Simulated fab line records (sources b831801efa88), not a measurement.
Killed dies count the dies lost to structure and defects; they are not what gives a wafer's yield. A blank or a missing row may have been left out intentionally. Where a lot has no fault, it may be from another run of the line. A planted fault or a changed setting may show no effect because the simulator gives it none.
Split-lot trial | flow sky130 | 23 wafers read across 5 lots, on a route 708 steps long

ON THE SPLIT
At SKY_METAL5_METAL_ETCH_15 (etches the open film in Cl2/BCl3, stops on SiO2, target depth 1260 nm, time 252 s), the setting icpW was moved away from the recipe's 900 W on 9 of the 23 wafers read, by -6.1% to +10.6%. For the rest of the wafers, this setting stayed at what the recipe calls for.

Reading taken at the split's own step.

THE READING
NOVOLAK_of_METAL5_COAT_09.thkNm (the simulator's own value, which no gauge read), in nm, at SKY_METAL5_METAL_ETCH_15 (etches the open film in Cl2/BCl3, stops on SiO2, target depth 1260 nm, time 252 s). There is no usual value for it anywhere in the file. Average 1040.1 nm, standard deviation 16 nm, over the 14 wafers here run with the recipe.

wafer  | tool, chamber at the split | icpW as run, W | against the recipe | NOVOLAK_of_METAL5_COAT_09.thkNm, nm | against lot-mates on the recipe
L074.1 | rieMetal-01, 0             | 982.5          | +9.2%              | 992.5                               | -45.5
L074.3 | rieMetal-01, 1             | 982.5          | +9.2%              | 956.6                               | -81.4
L074.4 | rieMetal-01, 0             | 900            | recipe             | 1050                                | -
L074.5 | rieMetal-01, 0             | 900            | recipe             | 1051                                | -
L074.6 | rieMetal-01, 1             | 900            | recipe             | 1013                                | -
L076.1 | rieMetal-01, 1             | 900            | recipe             | 1013                                | -
L076.2 | rieMetal-01, 0             | 900            | recipe             | 1047                                | -
L076.6 | rieMetal-01, 1             | 900            | recipe             | 1009                                | -
L077.1 | rieMetal-04, 1             | 900            | recipe             | 1052                                | -
L077.3 | rieMetal-04, 0             | 995.1          | +10.6%             | 969.6                               | -80.9
L077.4 | rieMetal-04, 1             | 995.1          | +10.6%             | 996.4                               | -54.1
L077.5 | rieMetal-04, 0             | 995.1          | +10.6%             | 976.7                               | -73.8
L077.6 | rieMetal-04, 1             | 900            | recipe             | 1049                                | -
L081.1 | rieMetal-04, 0             | 845            | -6.1%              | 1067                                | +18.3
L081.2 | rieMetal-04, 1             | 900            | recipe             | 1044                                | -
L081.3 | rieMetal-04, 1             | 900            | recipe             | 1053                                | -
L081.4 | rieMetal-04, 0             | 845            | -6.1%              | 1066                                | +17.3
L081.6 | rieMetal-04, 1             | 900            | recipe             | 1049                                | -
L083.1 | rieMetal-04, 1             | 930.6          | +3.4%              | 1024                                | -20.0
L083.2 | rieMetal-04, 0             | 900            | recipe             | 1030                                | -
L083.3 | rieMetal-04, 1             | 900            | recipe             | 1051                                | -
L083.6 | rieMetal-04, 1             | 900            | recipe             | 1051                                | -
L083.4 | rieMetal-04, 0             | 930.6          | +3.4%              | 1009                                | -35.0

THE FIT
A straight line over all 23 wafers: NOVOLAK_of_METAL5_COAT_09.thkNm changes by -5.78 nm for each +1% of icpW; r = -0.88; the points scatter about the line by 16 nm.
The same after taking each lot's own level away (the mean of its wafers on the recipe; 23 wafers): -6 nm for each +1%; r = -0.91; scatter 14 nm.
On that fit, the largest move of icpW shifts the reading by 63 nm.
From 1023.00 to 1050.50 nm: that is the span of the lots' own levels, equal to 1.7 times the standard deviation above.
So the lot-to-lot level changes the slope little: the two slopes agree.
Check: for one of the wafers moved furthest among these (+10.6%), held out of the fit, the line's prediction against its lot-mates is -64 nm. Against them it came out at -80.9 nm.

OTHER SPLITS APPLIED TO THESE WAFERS
Before the reading, these wafers also passed through other splits. Each is held against what the fit with the lots' levels taken away leaves over:
other split on the same wafers     | wafers away from the commonest value | r with NOVOLAK_of_METAL5_COAT_09.thkNm (lot level and that fit taken away)
SKY_METAL5_DEVELOP_13 developTimeS | 9                                    | +0.23

THE FILE'S OWN FIT
NOVOLAK_of_METAL5_COAT_09.thkNm changes by -6.24 nm for each +1% of icpW, r = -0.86.
